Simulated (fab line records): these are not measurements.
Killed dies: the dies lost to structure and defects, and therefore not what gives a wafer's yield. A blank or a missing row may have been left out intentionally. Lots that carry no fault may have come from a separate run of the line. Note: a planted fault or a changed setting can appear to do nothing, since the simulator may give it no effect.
What tool caused it? :: flow sky130 :: 24 lots, 72 wafers sampled, at 6 steps of a route of 708

## WHAT EACH GAUGE READ, for each wafer
SKY_FIELD_ISO_CD_MEAS_13: the cd target is 150 nm.
lot: L074
measured: day 2 06:56
on: cd-sem-01
cd-nm (nm): 149.4 150.4 151.1

lot: L075
measured: day 2 10:50
on: cd-sem-02
cd-nm (nm): 152.0 151.2 151.7

lot: L076
measured: day 2 17:31
on: cd-sem-02
cd-nm (nm): 150.2 150.5 149.3

lot: L077
measured: day 2 21:55
on: cd-sem-01
cd-nm (nm): 151.2 150.7 150.8

lot: L078
measured: day 3 04:52
on: cd-sem-01
cd-nm (nm): 148.9 149.0 149.4

lot: L079
measured: day 3 07:13
on: cd-sem-02
cd-nm (nm): 146.9 148.9 147.3

lot: L080
measured: day 3 13:25
on: cd-sem-01
cd-nm (nm): 147.9 146.4 147.7

lot: L081
measured: day 3 17:01
on: cd-sem-01
cd-nm (nm): 149.9 150.5 150.5

lot: L082
measured: day 3 22:05
on: cd-sem-02
cd-nm (nm): 151.2 150.7 151.4

lot: L083
measured: day 4 03:44
on: cd-sem-02
cd-nm (nm): 149.9 151.4 151.1

lot: L084
measured: day 4 07:56
on: cd-sem-02
cd-nm (nm): 147.9 150.3 149.5

lot: L085
measured: day 4 15:46
on: cd-sem-02
cd-nm (nm): 149.7 149.2 150.3

lot: L086
measured: day 4 21:19
on: cd-sem-01
cd-nm (nm): 152.4 152.1 151.8

lot: L087
measured: day 5 00:32
on: cd-sem-02
cd-nm (nm): 150.7 150.8 149.5

lot: L088
measured: day 5 04:34
on: cd-sem-02
cd-nm (nm): 147.7 147.1 147.8

lot: L089
measured: day 5 15:26
on: cd-sem-01
cd-nm (nm): 149.5 149.4 149.4

lot: L090
measured: day 5 17:08
on: cd-sem-02
cd-nm (nm): 152.2 150.7 153.0

lot: L091
measured: day 5 22:37
on: cd-sem-01
cd-nm (nm): 151.4 151.7 150.9

lot: L092
measured: day 6 02:55
on: cd-sem-01
cd-nm (nm): 150.3 151.3 151.6

lot: L093
measured: day 6 09:09
on: cd-sem-02
cd-nm (nm): 149.9 150.3 150.1

lot: L094
measured: day 6 12:43
on: cd-sem-02
cd-nm (nm): 149.8 150.3 149.1

lot: L095
measured: day 6 18:52
on: cd-sem-01
cd-nm (nm): 149.1 149.9 150.8

lot: L096
measured: day 6 23:23
on: cd-sem-02
cd-nm (nm): 150.2 152.3 150.6

lot: L097
measured: day 7 03:34
on: cd-sem-02
cd-nm (nm): 147.4 147.2 149.1

SKY_POLY_GATE_THK_MEAS_01.
lot: L074
measured: day 14 04:51
on: film-metro-04
POLY_GATE_CVD_00_THK (nm): 178.2 176.5 178.3

lot: L075
measured: day 14 09:58
on: film-metro-01
POLY_GATE_CVD_00_THK (nm): 179.9 179.2 179.1

lot: L076
measured: day 14 21:05
on: film-metro-01
POLY_GATE_CVD_00_THK (nm): 180.5 179.8 178.4

lot: L077
measured: day 15 01:32
on: film-metro-04
POLY_GATE_CVD_00_THK (nm): 181.7 180.9 180.5

lot: L078
measured: day 15 13:22
on: film-metro-03
POLY_GATE_CVD_00_THK (nm): 182.9 182.3 180.5

lot: L079
measured: day 16 00:23
on: film-metro-03
POLY_GATE_CVD_00_THK (nm): 180.8 179.6 180.2

lot: L080
measured: day 16 15:43
on: film-metro-03
POLY_GATE_CVD_00_THK (nm): 182.7 181.5 182.8

lot: L081
measured: day 16 22:14
on: film-metro-04
POLY_GATE_CVD_00_THK (nm): 179.8 181.5 181.7

lot: L082
measured: day 17 05:44
on: film-metro-03
POLY_GATE_CVD_00_THK (nm): 179.4 179.2 179.2

lot: L083
measured: day 18 00:37
on: film-metro-03
POLY_GATE_CVD_00_THK (nm): 183.6 183.1 181.9

lot: L084
measured: day 18 00:37
on: film-metro-01
POLY_GATE_CVD_00_THK (nm): 178.2 179.6 180.1

lot: L085
measured: day 18 09:19
on: film-metro-01
POLY_GATE_CVD_00_THK (nm): 180.0 180.1 181.1

lot: L086
measured: day 18 13:41
on: film-metro-03
POLY_GATE_CVD_00_THK (nm): 178.7 180.4 179.1

lot: L087
measured: day 18 13:41
on: film-metro-01
POLY_GATE_CVD_00_THK (nm): 179.7 180.0 180.2

lot: L088
measured: day 18 23:54
on: film-metro-03
POLY_GATE_CVD_00_THK (nm): 181.9 181.7 180.7

lot: L089
measured: day 19 16:08
on: film-metro-04
POLY_GATE_CVD_00_THK (nm): 180.1 181.4 180.7

lot: L090
measured: day 19 19:49
on: film-metro-03
POLY_GATE_CVD_00_THK (nm): 180.1 181.8 180.2

lot: L091
measured: day 20 03:38
on: film-metro-01
POLY_GATE_CVD_00_THK (nm): 183.8 183.1 183.2

lot: L092
measured: day 20 13:12
on: film-metro-03
POLY_GATE_CVD_00_THK (nm): 180.7 179.8 180.3

lot: L093
measured: day 20 17:38
on: film-metro-01
POLY_GATE_CVD_00_THK (nm): 182.4 181.3 181.0

lot: L094
measured: day 21 01:31
on: film-metro-03
POLY_GATE_CVD_00_THK (nm): 180.7 180.3 180.1

lot: L095
measured: day 21 10:55
on: film-metro-01
POLY_GATE_CVD_00_THK (nm): 181.3 182.7 180.4

lot: L096
measured: day 21 17:58
on: film-metro-04
POLY_GATE_CVD_00_THK (nm): 180.5 180.1 180.3

lot: L097
measured: day 22 00:26
on: film-metro-03
POLY_GATE_CVD_00_THK (nm): 182.9 182.7 182.8

SKY_LDD_HVP_OVL_MEAS_07.
lot: L074
measured: day 21 20:46
on: overlay-02
LDD_HVP_OVL (nm): -2.2 -1.0 -1.3

lot: L075
measured: day 22 03:04
on: overlay-01
LDD_HVP_OVL (nm): 0.0 -0.2 1.0

lot: L076
measured: day 22 11:52
on: overlay-02
LDD_HVP_OVL (nm): -0.6 -1.6 -0.9

lot: L077
measured: day 22 16:07
on: overlay-02
LDD_HVP_OVL (nm): 0.6 -0.6 1.5

lot: L078
measured: day 23 09:22
on: overlay-01
LDD_HVP_OVL (nm): 3.3 3.7 3.5

lot: L079
measured: day 23 21:06
on: overlay-02
LDD_HVP_OVL (nm): 2.5 2.0 1.9

lot: L080
measured: day 24 09:22
on: overlay-02
LDD_HVP_OVL (nm): 1.6 1.6 3.1

lot: L081
measured: day 24 17:15
on: overlay-02
LDD_HVP_OVL (nm): 0.9 1.3 -0.5

lot: L082
measured: day 25 01:07
on: overlay-02
LDD_HVP_OVL (nm): 2.6 2.9 2.6

lot: L083
measured: day 25 19:37
on: overlay-01
LDD_HVP_OVL (nm): 0.4 0.6 0.4

lot: L084
measured: day 25 19:04
on: overlay-02
LDD_HVP_OVL (nm): 3.2 2.7 1.1

lot: L085
measured: day 26 01:25
on: overlay-02
LDD_HVP_OVL (nm): 0.3 -0.5 0.1

lot: L086
measured: day 26 06:43
on: overlay-02
LDD_HVP_OVL (nm): 0.0 -0.2 0.5

lot: L087
measured: day 26 08:39
on: overlay-02
LDD_HVP_OVL (nm): -1.0 -1.2 -0.8

lot: L088
measured: day 26 15:01
on: overlay-01
LDD_HVP_OVL (nm): 0.5 1.0 -0.1

lot: L089
measured: day 27 06:39
on: overlay-01
LDD_HVP_OVL (nm): 1.4 0.6 1.4

lot: L090
measured: day 27 13:10
on: overlay-01
LDD_HVP_OVL (nm): 1.6 2.1 1.4

lot: L091
measured: day 27 19:25
on: overlay-02
LDD_HVP_OVL (nm): 0.8 0.7 1.0

lot: L092
measured: day 28 05:11
on: overlay-01
LDD_HVP_OVL (nm): 0.9 2.8 1.9

lot: L093
measured: day 28 07:40
on: overlay-01
LDD_HVP_OVL (nm): -1.6 -0.4 -1.0

lot: L094
measured: day 28 14:22
on: overlay-02
LDD_HVP_OVL (nm): 1.9 1.5 2.9

lot: L095
measured: day 28 23:03
on: overlay-02
LDD_HVP_OVL (nm): -1.0 -2.6 -3.3

lot: L096
measured: day 29 05:25
on: overlay-02
LDD_HVP_OVL (nm): 4.4 3.6 3.2

lot: L097
measured: day 29 12:54
on: overlay-01
LDD_HVP_OVL (nm): 0.4 1.1 0.9

SKY_PAD_OPEN_BOW_MEAS_13.
lot: L074
measured: day 45 21:50
on: film-metro-02
PAD_OPEN_BOW (um): 48 43 52

lot: L075
measured: day 46 03:25
on: film-metro-02
PAD_OPEN_BOW (um): 38 38 49

lot: L076
measured: day 46 10:41
on: film-metro-02
PAD_OPEN_BOW (um): 51 57 63

lot: L077
measured: day 46 13:33
on: film-metro-02
PAD_OPEN_BOW (um): 59 52 57

lot: L078
measured: day 46 20:59
on: film-metro-02
PAD_OPEN_BOW (um): 54 54 69

lot: L079
measured: day 47 09:40
on: film-metro-04
PAD_OPEN_BOW (um): 61 43 55

lot: L080
measured: day 47 17:29
on: film-metro-04
PAD_OPEN_BOW (um): 53 40 48

lot: L081
measured: day 48 01:07
on: film-metro-02
PAD_OPEN_BOW (um): 39 37 41

lot: L082
measured: day 48 07:46
on: film-metro-03
PAD_OPEN_BOW (um): 46 31 18

lot: L083
measured: day 48 15:32
on: film-metro-04
PAD_OPEN_BOW (um): 51 47 49

lot: L084
measured: day 48 14:43
on: film-metro-03
PAD_OPEN_BOW (um): 39 44 48

lot: L085
measured: day 49 00:29
on: film-metro-04
PAD_OPEN_BOW (um): 40 47 42

lot: L086
measured: day 49 01:15
on: film-metro-02
PAD_OPEN_BOW (um): 50 55 49

lot: L087
measured: day 49 01:58
on: film-metro-04
PAD_OPEN_BOW (um): 35 57 41

lot: L088
measured: day 49 05:03
on: film-metro-04
PAD_OPEN_BOW (um): 58 54 70

lot: L089
measured: day 49 15:40
on: film-metro-02
PAD_OPEN_BOW (um): 58 51 38

lot: L090
measured: day 49 19:43
on: film-metro-03
PAD_OPEN_BOW (um): 45 35 52

lot: L091
measured: day 49 23:40
on: film-metro-03
PAD_OPEN_BOW (um): 32 36 47

lot: L092
measured: day 50 03:18
on: film-metro-04
PAD_OPEN_BOW (um): 72 64 54

lot: L093
measured: day 50 02:57
on: film-metro-03
PAD_OPEN_BOW (um): 48 42 52

lot: L094
measured: day 50 06:00
on: film-metro-02
PAD_OPEN_BOW (um): 45 37 43

lot: L095
measured: day 50 23:26
on: film-metro-03
PAD_OPEN_BOW (um): 43 53 58

lot: L096
measured: day 50 19:40
on: film-metro-02
PAD_OPEN_BOW (um): 68 58 56

lot: L097
measured: day 50 20:28
on: film-metro-03
PAD_OPEN_BOW (um): 42 51 52

## WHICH TOOL RAN EACH LOT (tool, then ch and the chambers of the sampled wafers, then the start)
lot: L074
SKY_VT_ADJUST_PCH_STRIP_09: plasma-asher-01 ch 0,1, day 10 15:30
SKY_CONTACT_ETCH_16: rie-diel-04 ch 1,3, day 31 18:28

lot: L075
SKY_VT_ADJUST_PCH_STRIP_09: plasma-asher-01 ch 0,1, day 10 18:15
SKY_CONTACT_ETCH_16: rie-diel-01 ch 0,2, day 32 00:46

lot: L076
SKY_VT_ADJUST_PCH_STRIP_09: plasma-asher-01 ch 0,1, day 11 03:04
SKY_CONTACT_ETCH_16: rie-diel-02 ch 0,3, day 32 08:22

lot: L077
SKY_VT_ADJUST_PCH_STRIP_09: plasma-asher-03 ch 0,1, day 11 09:33
SKY_CONTACT_ETCH_16: rie-diel-01 ch 0,1,3, day 32 11:58

lot: L078
SKY_VT_ADJUST_PCH_STRIP_09: plasma-asher-01 ch 0,1, day 11 19:23
SKY_CONTACT_ETCH_16: rie-diel-04 ch 1,3, day 33 02:55

lot: L079
SKY_VT_ADJUST_PCH_STRIP_09: plasma-asher-01 ch 0,1, day 12 01:20
SKY_CONTACT_ETCH_16: rie-diel-02 ch 0,1,2, day 33 15:25

lot: L080
SKY_VT_ADJUST_PCH_STRIP_09: plasma-asher-01 ch 0,1, day 12 17:23
SKY_CONTACT_ETCH_16: rie-diel-04 ch 1,2,3, day 34 01:22

lot: L081
SKY_VT_ADJUST_PCH_STRIP_09: plasma-asher-02 ch 0,1, day 12 23:08
SKY_CONTACT_ETCH_16: rie-diel-01 ch 0,1, day 34 09:55

lot: L082
SKY_VT_ADJUST_PCH_STRIP_09: plasma-asher-01 ch 0,1, day 13 04:21
SKY_CONTACT_ETCH_16: rie-diel-04 ch 0,1,2, day 34 18:19

lot: L083
SKY_VT_ADJUST_PCH_STRIP_09: plasma-asher-01 ch 0,1, day 13 21:51
SKY_CONTACT_ETCH_16: rie-diel-01 ch 1,2,3, day 35 08:52

lot: L084
SKY_VT_ADJUST_PCH_STRIP_09: plasma-asher-03 ch 0,1, day 13 21:24
SKY_CONTACT_ETCH_16: rie-diel-02 ch 2,3, day 35 07:31

lot: L085
SKY_VT_ADJUST_PCH_STRIP_09: plasma-asher-02 ch 0,1, day 14 06:04
SKY_CONTACT_ETCH_16: rie-diel-02 ch 0,1,2, day 35 15:07

lot: L086
SKY_VT_ADJUST_PCH_STRIP_09: plasma-asher-01 ch 0,1, day 14 13:06
SKY_CONTACT_ETCH_16: rie-diel-04 ch 1,2,3, day 35 18:58

lot: L087
SKY_VT_ADJUST_PCH_STRIP_09: plasma-asher-02 ch 0,1, day 14 13:55
SKY_CONTACT_ETCH_16: rie-diel-02 ch 0,3, day 35 19:58

lot: L088
SKY_VT_ADJUST_PCH_STRIP_09: plasma-asher-01 ch 0,1, day 15 01:39
SKY_CONTACT_ETCH_16: rie-diel-01 ch 0,1,3, day 36 01:34

lot: L089
SKY_VT_ADJUST_PCH_STRIP_09: plasma-asher-03 ch 0,1, day 15 11:42
SKY_CONTACT_ETCH_16: rie-diel-02 ch 0,1,2, day 36 16:34

lot: L090
SKY_VT_ADJUST_PCH_STRIP_09: plasma-asher-02 ch 0,1, day 15 14:19
SKY_CONTACT_ETCH_16: rie-diel-04 ch 0,1,3, day 36 22:55

lot: L091
SKY_VT_ADJUST_PCH_STRIP_09: plasma-asher-01 ch 0,1, day 15 21:52
SKY_CONTACT_ETCH_16: rie-diel-01 ch 1,3, day 37 04:37

lot: L092
SKY_VT_ADJUST_PCH_STRIP_09: plasma-asher-02 ch 0,1, day 16 04:19
SKY_CONTACT_ETCH_16: rie-diel-01 ch 0,1,2, day 37 11:34

lot: L093
SKY_VT_ADJUST_PCH_STRIP_09: plasma-asher-03 ch 0,1, day 16 14:07
SKY_CONTACT_ETCH_16: rie-diel-01 ch 1,2,3, day 37 12:58

lot: L094
SKY_VT_ADJUST_PCH_STRIP_09: plasma-asher-02 ch 0,1, day 16 17:13
SKY_CONTACT_ETCH_16: rie-diel-02 ch 0,1, day 37 18:00

lot: L095
SKY_VT_ADJUST_PCH_STRIP_09: plasma-asher-03 ch 1, day 17 06:04
SKY_CONTACT_ETCH_16: rie-diel-01 ch 0,1,3, day 38 09:22

lot: L096
SKY_VT_ADJUST_PCH_STRIP_09: plasma-asher-02 ch 1, day 17 10:45
SKY_CONTACT_ETCH_16: rie-diel-04 ch 0,3, day 38 09:49

lot: L097
SKY_VT_ADJUST_PCH_STRIP_09: plasma-asher-03 ch 0,1, day 17 18:25
SKY_CONTACT_ETCH_16: rie-diel-04 ch 0,2,3, day 38 19:28
- SKY_VT_ADJUST_PCH_STRIP_09: strips in O2/N2.
- SKY_CONTACT_ETCH_16: etches BARC in N2/H2, stops on SiO2, time 45.9 s, target depth 60 nm.

## AS READ BY THE TOOLS THEMSELVES (means over the sampled wafers that have a number; for cases with no such wafer, the mark the record gives instead)
SKY_VT_ADJUST_PCH_STRIP_09.
lot: L074
tool: plasma-asher-01
drypump-motor-current-A (A): 5.77
n2-flow-sccm (sccm): 299.9
oes-product-au (a.u.): 0.722
strip-time-to-endpoint-s (s): 36.93

lot: L075
tool: plasma-asher-01
drypump-motor-current-A (A): 5.76
n2-flow-sccm (sccm): 301.3
oes-product-au (a.u.): 0.721
strip-time-to-endpoint-s (s): 36.75

lot: L076
tool: plasma-asher-01
drypump-motor-current-A (A): 5.84
n2-flow-sccm (sccm): 299.6
oes-product-au (a.u.): 0.720
strip-time-to-endpoint-s (s): 36.83

lot: L077
tool: plasma-asher-03
drypump-motor-current-A (A): 5.53
n2-flow-sccm (sccm): 299.6
oes-product-au (a.u.): 0.725
strip-time-to-endpoint-s (s): 37.00

lot: L078
tool: plasma-asher-01
drypump-motor-current-A (A): 5.75
n2-flow-sccm (sccm): 301.2
oes-product-au (a.u.): 0.722
strip-time-to-endpoint-s (s): 36.99

lot: L079
tool: plasma-asher-01
drypump-motor-current-A (A): 5.76
n2-flow-sccm (sccm): 299.9
oes-product-au (a.u.): 0.725
strip-time-to-endpoint-s (s): 36.85

lot: L080
tool: plasma-asher-01
drypump-motor-current-A (A): 5.85
n2-flow-sccm (sccm): 300.7
oes-product-au (a.u.): 0.723
strip-time-to-endpoint-s (s): 36.92

lot: L081
tool: plasma-asher-02
drypump-motor-current-A (A): 5.90
n2-flow-sccm (sccm): 301.0
oes-product-au (a.u.): 0.723
strip-time-to-endpoint-s (s): 36.93

lot: L082
tool: plasma-asher-01
drypump-motor-current-A (A): 5.77
n2-flow-sccm (sccm): 301.0
oes-product-au (a.u.): 0.726
strip-time-to-endpoint-s (s): 36.77

lot: L083
tool: plasma-asher-01
drypump-motor-current-A (A): 5.79
n2-flow-sccm (sccm): 299.5
oes-product-au (a.u.): 0.719
strip-time-to-endpoint-s (s): 36.81

lot: L084
tool: plasma-asher-03
drypump-motor-current-A (A): 5.53
n2-flow-sccm (sccm): 300.3
oes-product-au (a.u.): 0.721
strip-time-to-endpoint-s (s): 36.75

lot: L085
tool: plasma-asher-02
drypump-motor-current-A (A): 5.91
n2-flow-sccm (sccm): 300.8
oes-product-au (a.u.): 0.722
strip-time-to-endpoint-s (s): 36.86

lot: L086
tool: plasma-asher-01
drypump-motor-current-A (A): 5.85
n2-flow-sccm (sccm): 299.6
oes-product-au (a.u.): 0.720
strip-time-to-endpoint-s (s): 36.87

lot: L087
tool: plasma-asher-02
drypump-motor-current-A (A): 6.08
n2-flow-sccm (sccm): 299.7
oes-product-au (a.u.): 0.720
strip-time-to-endpoint-s (s): 36.88

lot: L088
tool: plasma-asher-01
drypump-motor-current-A (A): 5.84
n2-flow-sccm (sccm): 299.9
oes-product-au (a.u.): 0.722
strip-time-to-endpoint-s (s): 37.00

lot: L089
tool: plasma-asher-03
drypump-motor-current-A (A): 5.50
n2-flow-sccm (sccm): 300.8
oes-product-au (a.u.): 0.719
strip-time-to-endpoint-s (s): 36.78

lot: L090
tool: plasma-asher-02
drypump-motor-current-A (A): 5.90
n2-flow-sccm (sccm): 300.6
oes-product-au (a.u.): 0.727
strip-time-to-endpoint-s (s): 36.87

lot: L091
tool: plasma-asher-01
drypump-motor-current-A (A): 5.86
n2-flow-sccm (sccm): 300.7
oes-product-au (a.u.): 0.727
strip-time-to-endpoint-s (s): 36.82

lot: L092
tool: plasma-asher-02
drypump-motor-current-A (A): 6.06
n2-flow-sccm (sccm): 299.5
oes-product-au (a.u.): 0.723
strip-time-to-endpoint-s (s): 37.10

lot: L093
tool: plasma-asher-03
drypump-motor-current-A (A): 5.53
n2-flow-sccm (sccm): 298.8
oes-product-au (a.u.): 0.726
strip-time-to-endpoint-s (s): 36.90

lot: L094
tool: plasma-asher-02
drypump-motor-current-A (A): 6.08
n2-flow-sccm (sccm): 299.4
oes-product-au (a.u.): 0.723
strip-time-to-endpoint-s (s): 36.79

lot: L095
tool: plasma-asher-03
drypump-motor-current-A (A): 5.56
n2-flow-sccm (sccm): 300.8
oes-product-au (a.u.): 0.723
strip-time-to-endpoint-s (s): 37.05

lot: L096
tool: plasma-asher-02
drypump-motor-current-A (A): 6.25
n2-flow-sccm (sccm): 299.9
oes-product-au (a.u.): 0.724
strip-time-to-endpoint-s (s): 36.81

lot: L097
tool: plasma-asher-03
drypump-motor-current-A (A): 5.53
n2-flow-sccm (sccm): 300.7
oes-product-au (a.u.): 0.725
strip-time-to-endpoint-s (s): 36.95

SKY_CONTACT_ETCH_16.
lot: L074
tool: rie-diel-04
drypump-motor-current-A (A): 5.6
n2-flow-sccm (sccm): 99.90
oes-product-au (a.u.): 0.857
throttle-valve-pct (%): 13.223

lot: L075
tool: rie-diel-01
drypump-motor-current-A (A): 5.5
n2-flow-sccm (sccm): 100.22
oes-product-au (a.u.): 0.851
throttle-valve-pct (%): 13.222

lot: L076
tool: rie-diel-02
drypump-motor-current-A (A): 6.0
n2-flow-sccm (sccm): 100.16
oes-product-au (a.u.): 0.856
throttle-valve-pct (%): 13.222

lot: L077
tool: rie-diel-01
drypump-motor-current-A (A): 5.8
n2-flow-sccm (sccm): 99.93
oes-product-au (a.u.): 0.856
throttle-valve-pct (%): 13.222

lot: L078
tool: rie-diel-04
drypump-motor-current-A (A): 5.6
n2-flow-sccm (sccm): 100.03
oes-product-au (a.u.): 0.851
throttle-valve-pct (%): 13.220

lot: L079
tool: rie-diel-02
drypump-motor-current-A (A): 5.6
n2-flow-sccm (sccm): 99.86
oes-product-au (a.u.): 0.857
throttle-valve-pct (%): 13.219

lot: L080
tool: rie-diel-04
drypump-motor-current-A (A): 5.5
n2-flow-sccm (sccm): 100.10
oes-product-au (a.u.): 0.855
throttle-valve-pct (%): 13.222

lot: L081
tool: rie-diel-01
drypump-motor-current-A (A): 5.9
n2-flow-sccm (sccm): 100.06
oes-product-au (a.u.): 0.853
throttle-valve-pct (%): 13.228

lot: L082
tool: rie-diel-04
drypump-motor-current-A (A): 6.0
n2-flow-sccm (sccm): 99.79
oes-product-au (a.u.): 0.855
throttle-valve-pct (%): 13.226

lot: L083
tool: rie-diel-01
drypump-motor-current-A (A): 6.1
n2-flow-sccm (sccm): 99.96
oes-product-au (a.u.): 0.859
throttle-valve-pct (%): 13.228

lot: L084
tool: rie-diel-02
drypump-motor-current-A (A): 5.9
n2-flow-sccm (sccm): 99.80
oes-product-au (a.u.): 0.855
throttle-valve-pct (%): 13.223

lot: L085
tool: rie-diel-02
drypump-motor-current-A (A): 5.6
n2-flow-sccm (sccm): 99.88
oes-product-au (a.u.): 0.858
throttle-valve-pct (%): 13.231

lot: L086
tool: rie-diel-04
drypump-motor-current-A (A): 5.5
n2-flow-sccm (sccm): 99.94
oes-product-au (a.u.): 0.857
throttle-valve-pct (%): 13.226

lot: L087
tool: rie-diel-02
drypump-motor-current-A (A): 6.3
n2-flow-sccm (sccm): 99.73
oes-product-au (a.u.): 0.855
throttle-valve-pct (%): 13.215

lot: L088
tool: rie-diel-01
drypump-motor-current-A (A): 5.8
n2-flow-sccm (sccm): 99.94
oes-product-au (a.u.): 0.858
throttle-valve-pct (%): 13.224

lot: L089
tool: rie-diel-02
drypump-motor-current-A (A): 5.6
n2-flow-sccm (sccm): 99.75
oes-product-au (a.u.): 0.857
throttle-valve-pct (%): 13.233

lot: L090
tool: rie-diel-04
drypump-motor-current-A (A): 5.7
n2-flow-sccm (sccm): 99.73
oes-product-au (a.u.): 0.850
throttle-valve-pct (%): 13.228

lot: L091
tool: rie-diel-01
drypump-motor-current-A (A): 6.1
n2-flow-sccm (sccm): 100.02
oes-product-au (a.u.): 0.851
throttle-valve-pct (%): 13.224

lot: L092
tool: rie-diel-01
drypump-motor-current-A (A): 5.8
n2-flow-sccm (sccm): 99.94
oes-product-au (a.u.): 0.853
throttle-valve-pct (%): 13.236

lot: L093
tool: rie-diel-01
drypump-motor-current-A (A): 6.1
n2-flow-sccm (sccm): 99.99
oes-product-au (a.u.): 0.854
throttle-valve-pct (%): 13.224

lot: L094
tool: rie-diel-02
drypump-motor-current-A (A): 5.7
n2-flow-sccm (sccm): 99.76
oes-product-au (a.u.): 0.858
throttle-valve-pct (%): 13.233

lot: L095
tool: rie-diel-01
drypump-motor-current-A (A): 5.8
n2-flow-sccm (sccm): 99.96
oes-product-au (a.u.): 0.848
throttle-valve-pct (%): 13.224

lot: L096
tool: rie-diel-04
drypump-motor-current-A (A): 5.7
n2-flow-sccm (sccm): 100.17
oes-product-au (a.u.): 0.857
throttle-valve-pct (%): 13.231

lot: L097
tool: rie-diel-04
drypump-motor-current-A (A): 5.5
n2-flow-sccm (sccm): 99.86
oes-product-au (a.u.): 0.858
throttle-valve-pct (%): 13.217

## THE ANSWER, worked out from the rows above alone
Rule: the usual values come from the lots themselves. The widest of any qualifying gaps counts: lots, ordered by their means at a reading, are off when they make up no more than a third of the lots, leave a main group of 4 or more, and stand apart from it by 3 or more times the standard deviation of that group's means. The tables above print the reading to a certain number of digits; a main group whose means all agree to those digits is not used. A lot without any number at a reading at which 4 lots or more have one is off too. Any other lot the step has rows for is counted as sound. The gauges are gone through in route order, then the tools' own readings, and for those a lot's mean is taken as printed above. At the first step where some lot is off, the reading lying furthest off is the one used; lots without a number count as furthest.
None of the lots is off at any reading shown; this tells nothing.

## WHAT HAD BEEN PUT IN BY THE SIMULATOR
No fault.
